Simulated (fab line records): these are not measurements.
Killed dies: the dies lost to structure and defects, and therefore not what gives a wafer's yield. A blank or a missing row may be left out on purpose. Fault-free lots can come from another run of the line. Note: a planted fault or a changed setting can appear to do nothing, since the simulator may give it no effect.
fab line records ; flow sky130 ; part 2 of 2: steps 30 to 36 of 36
record lots=5; wafers=15; last-day=50
route steps=708 shown LI_CONTACT@370 LOCAL_INTERCONNECT@387
lots that met no fault: taken from a fault-free run of the same line
start-h: hours from the record's first day to the start of the lot's first wafer shown ; wait-h: hours from the lot's prior step to this one ; " as in the row above ; L1.1+2: a row that stands for several wafers ; - either no value or no given start ; * or withheld: withheld ; < > ~ a bound
route shown NAME@n: a module of which the file shows steps, and the number in the route of the first ; usual: the fault-free wafers' mean and standard deviation ; same: alike in all rows ; chamber/n: place in a boat ; sites: the reading at each site ; _std_site: standard deviation across them ; _edge_site: outer sites' mean less inner sites' ; radius-mm: how far each site lies from the wafer's centre ; mask NAME#n: copy n ; behind: tool/chamber where the wafer was last shaped ; hold: the reason the lot was held/the length of the hold in hours/how it ended ; device: the transistor (n, p or np) that didn't switch ; end of line: tests of these same wafers at the route's end ; for a step that has no rows: nothing shown but its recipe ; killed: the dies lost at the first sort to structure and to defects; this is not the yield of the wafer ; map: per-die view of a wafer (x killed, . not killed, _ where there is no die)
set.NAME: the run value of the setting; set.NAME@STEP: its run value at that earlier step ; model.NAME: the simulator's own value behind a step, which no gauge read
certain route steps with their lots: each step a table, each wafer a row
services: from which hour (start-h, from the record's first day; less than 0 if before it) a tool's chamber was out of use, for how many hours, and why
## steps
# step SKY_LOCAL_INTERCONNECT_OVL_MEAS_12
# usual LOCAL_INTERCONNECT_OVL=-3/5.9
lot.wafer;tool;chamber;start-h;wait-h;LOCAL_INTERCONNECT_OVL[nm]
L077.4;overlay-02;-;734.61;0.1;-3
L077.5;overlay-02;-;734.61;0.1;1
L077.6;overlay-02;-;734.61;0.1;-3
L078.2;overlay-01;-;742.43;0.1;-3
L078.4;overlay-01;-;742.43;0.1;-13
L078.5;overlay-01;-;742.43;0.1;-5
L083.2;overlay-02;-;776.48;0.1;2
L083.3;overlay-02;-;776.48;0.1;0
L083.6;overlay-02;-;776.48;0.1;-2
L089.1;overlay-02;-;814.57;0.1;3
L089.3;overlay-02;-;814.57;0.1;-1
L089.6;overlay-02;-;814.57;0.1;6
L094.2;overlay-01;-;878.59;0.1;0
L094.3;overlay-01;-;878.59;0.1;6
L094.6;overlay-01;-;878.59;0.1;-2
# step SKY_LOCAL_INTERCONNECT_ETCH_13
# recipe chemistry=N2/H2; target=BARC; ion-energy-ev=200; bias-w=100; pressure-mtorr=30; n2-flow-sccm=100; h2-flow-sccm=200; icp-w=500; stop-on=SiO2; time-s=45.9; target-depth-a=600
# usual drypump-motor-current-A=5.88/0.26; n2-flow-sccm=100.0/0.31; oes-product-au=0.855/0.0049; throttle-valve-pct=13.225/0.0094
lot.wafer;tool;chamber;start-h;wait-h;drypump-motor-current-A;n2-flow-sccm;oes-product-au;rf-hours-counter-h;throttle-valve-pct
L077.4;rie-metal-02;1;734.65;0.0;6.10;99.5;0.861;-;13.220
L077.5;rie-metal-02;1;734.65;0.0;6.06;99.9;0.865;-;13.222
L077.6;rie-metal-02;0;734.65;0.0;5.64;100.1;0.859;-;13.228
L078.2;rie-metal-04;0;742.46;0.0;6.18;99.9;0.855;6;13.233
L078.4;rie-metal-04;1;742.46;0.0;5.56;100.2;0.852;-;13.222
L078.5;rie-metal-04;1;742.46;0.0;5.56;100.1;0.854;-;13.245
L083.2;rie-metal-02;0;776.51;0.0;5.70;99.6;0.857;12;13.229
L083.3;rie-metal-02;1;776.51;0.0;6.07;99.7;0.858;-;13.215
L083.6;rie-metal-02;0;776.51;0.0;5.66;99.9;0.856;-;13.226
L089.1;rie-metal-02;1;814.61;0.0;6.11;99.9;0.856;10;13.221
L089.3;rie-metal-02;1;814.61;0.0;6.15;99.9;0.850;-;13.237
L089.6;rie-metal-02;1;814.61;0.0;6.12;100.3;0.856;-;13.231
L094.2;rie-metal-04;1;878.62;0.0;5.51;100.4;0.851;7;13.217
L094.3;rie-metal-04;1;878.62;0.0;5.56;100.6;0.854;-;13.208
L094.6;rie-metal-04;0;878.62;0.0;6.19;100.1;0.856;-;13.224
# step SKY_LOCAL_INTERCONNECT_METAL_ETCH_14
# recipe target-depth-nm=110; stop-on=PSG; chemistry=Cl2/BCl3; target=TiN; resist-sidewall-deg=88; pressure-mtorr=10; icp-w=900; bias-w=48.5; Cl2_flow_sccm=60; bcl3-flow-sccm=30; time-s=31.4
# usual drypump-motor-current-A=5.87/0.26; oes-product-au=0.945/0.008; throttle-valve-pct=21.898/0.0098
lot.wafer;tool;chamber;start-h;wait-h;drypump-motor-current-A;oes-product-au;rf-hours-counter-h;throttle-valve-pct
L077.4;rie-metal-02;1;734.70;0.0;6.15;0.946;-;21.920
L077.5;rie-metal-02;1;734.70;0.0;6.11;0.942;-;21.899
L077.6;rie-metal-02;0;734.70;0.0;5.68;0.946;-;21.897
L078.2;rie-metal-04;0;742.52;0.0;6.19;0.960;6;21.903
L078.4;rie-metal-04;1;742.52;0.0;5.55;0.949;-;21.913
L078.5;rie-metal-04;1;742.52;0.0;5.56;0.943;-;21.905
L083.2;rie-metal-02;0;776.57;0.0;5.64;0.952;12;21.898
L083.3;rie-metal-02;1;776.57;0.0;6.13;0.947;-;21.906
L083.6;rie-metal-02;0;776.57;0.0;5.66;0.939;-;21.897
L089.1;rie-metal-02;1;814.67;0.0;6.14;0.941;10;21.903
L089.3;rie-metal-02;1;814.67;0.0;6.15;0.938;-;21.889
L089.6;rie-metal-02;1;814.67;0.0;6.13;0.950;-;21.903
L094.2;rie-metal-04;1;878.68;0.0;5.54;0.939;7;21.900
L094.3;rie-metal-04;1;878.68;0.0;5.57;0.950;-;21.896
L094.6;rie-metal-04;0;878.68;0.0;6.18;0.937;-;21.887
# step SKY_LOCAL_INTERCONNECT_STRIP_15
# recipe chemistry=O2/N2; power-w=1400; pressure-mtorr=1500; platen-temp-c=withheld; o2-flow-sccm=3000; n2-flow-sccm=300; overash-fraction=0.5
# usual drypump-motor-current-A=5.8/0.5; n2-flow-sccm=300.0/0.88; oes-product-au=0.427/0.0045; strip-time-to-endpoint-s=4.735/0.022
lot.wafer;tool;chamber;start-h;wait-h;drypump-motor-current-A;n2-flow-sccm;oes-product-au;rf-hours-counter-h;strip-time-to-endpoint-s
L077.4;plasma-asher-03;0;734.77;0.1;6.1;299.7;0.422;-;4.729
L077.5;plasma-asher-03;0;734.77;0.1;6.1;299.4;0.425;-;4.744
L077.6;plasma-asher-03;1;734.77;0.1;5.1;299.7;0.426;-;4.735
L078.2;plasma-asher-04;0;742.57;0.0;6.6;300.1;0.432;92;4.752
L078.4;plasma-asher-04;1;742.57;0.0;5.4;299.5;0.435;-;4.712
L078.5;plasma-asher-04;0;742.57;0.0;6.6;299.6;0.426;-;4.729
L083.2;plasma-asher-03;1;776.62;0.0;5.1;299.4;0.427;63;4.745
L083.3;plasma-asher-03;1;776.62;0.0;5.1;300.5;0.441;-;4.732
L083.6;plasma-asher-03;1;776.62;0.0;5.1;300.1;0.433;-;4.731
L089.1;plasma-asher-03;1;814.72;0.0;5.1;300.4;0.426;66;4.738
L089.3;plasma-asher-03;1;814.72;0.0;5.1;299.4;0.433;-;4.738
L089.6;plasma-asher-03;0;814.72;0.0;6.1;300.4;0.417;-;4.742
L094.2;plasma-asher-02;1;878.73;0.0;5.8;299.4;0.429;14;4.736
L094.3;plasma-asher-02;1;878.73;0.0;5.8;300.2;0.417;-;4.742
L094.6;plasma-asher-02;0;878.73;0.0;5.7;299.6;0.427;-;4.772
# step SKY_LOCAL_INTERCONNECT_STRIP_16
# recipe chemistry=post-etch-residue-remover; time-s=1200; temp-c=72.5
# usual bath-heat-duty-pct=14.2/1.2
lot.wafer;tool;chamber;start-h;wait-h;bath-heat-duty-pct
L077.4;wet-bench-04;3;734.84;0.0;13.0
L077.5;wet-bench-04;3;734.84;0.0;15.6
L077.6;wet-bench-04;3;734.84;0.0;15.6
L078.2;wet-bench-01;2;742.67;0.1;12.9
L078.4;wet-bench-01;2;742.67;0.1;13.1
L078.5;wet-bench-01;2;742.67;0.1;12.9
L083.2;wet-bench-03;3;776.72;0.1;15.1
L083.3;wet-bench-03;3;776.72;0.1;15.4
L083.6;wet-bench-03;3;776.72;0.1;15.1
L089.1;wet-bench-04;1;814.82;0.1;14.8
L089.3;wet-bench-04;1;814.82;0.1;13.2
L089.6;wet-bench-04;1;814.82;0.1;14.4
L094.2;wet-bench-01;2;878.83;0.1;12.6
L094.3;wet-bench-01;2;878.83;0.1;12.6
L094.6;wet-bench-01;2;878.83;0.1;13.9
# step SKY_LOCAL_INTERCONNECT_CLEAN_17
# recipe chemistry=IPA; time-s=180; temp-c=25
# usual bath-heat-duty-pct=6.3/0.65
lot.wafer;tool;chamber;start-h;wait-h;bath-heat-duty-pct
L077.4;wet-bench-03;2;735.52;0.0;6.5
L077.5;wet-bench-03;2;735.52;0.0;6.0
L077.6;wet-bench-03;2;735.52;0.0;5.7
L078.2;wet-bench-03;0;743.04;0.0;7.0
L078.4;wet-bench-03;0;743.04;0.0;6.1
L078.5;wet-bench-03;0;743.04;0.0;5.8
L083.2;wet-bench-04;1;777.06;0.0;5.5
L083.3;wet-bench-04;1;777.06;0.0;5.4
L083.6;wet-bench-04;1;777.06;0.0;6.1
L089.1;wet-bench-03;1;815.16;0.0;6.0
L089.3;wet-bench-03;1;815.16;0.0;6.7
L089.6;wet-bench-03;1;815.16;0.0;6.2
L094.2;wet-bench-03;0;879.21;0.0;5.7
L094.3;wet-bench-03;0;879.21;0.0;5.4
L094.6;wet-bench-03;0;879.21;0.0;7.1
# step SKY_LOCAL_INTERCONNECT_CLEAN_18
# recipe chemistry=O3/DIW; dry=n2-spin
lot.wafer;tool;chamber;start-h;wait-h
L077.4+5+6;wet-bench-04;0;735.58;0.0
L078.2+4+5;wet-bench-03;0;743.10;0.0
L083.2+3+6;wet-bench-03;3;777.12;0.0
L089.1+3+6;wet-bench-01;2;815.22;0.0
L094.2+3+6;wet-bench-01;0;879.26;0.0
## services
tool;chamber;start-h;hours;kind
cvd-w-01;-;671.99;6.9;pm
krf-scanner-02;-;690.41;4.4;pm
krf-scanner-01;-;694.78;4.4;pm
krf-scanner-02;-;696.13;0.3;repair
pvd-sputter-02;-;698.35;0.5;repair
krf-scanner-01;-;704.57;0.8;pm
krf-scanner-02;-;705.33;1.3;pm
pvd-sputter-01;-;725.88;4.9;repair
rie-diel-02;0;727.56;19.6;repair
krf-scanner-02;-;727.64;1.0;pm
krf-scanner-01;-;732.15;1.3;pm
krf-scanner-02;-;733.52;4.0;pm
pvd-sputter-01;-;734.98;5.4;repair
rie-metal-04;0;746.79;5.5;repair
krf-scanner-01;-;749.02;9.9;repair
krf-scanner-01;-;759.70;1.0;pm
cvd-w-01;-;761.16;0.5;repair
rie-diel-02;1;797.83;3.8;repair
pvd-sputter-04;-;803.63;4.1;repair
krf-scanner-01;-;807.63;2.1;repair
rie-diel-02;-;826.96;4.3;pm
wet-bench-01;-;833.11;0.9;repair
pvd-sputter-04;-;848.05;0.5;repair
krf-scanner-01;-;873.37;0.8;pm
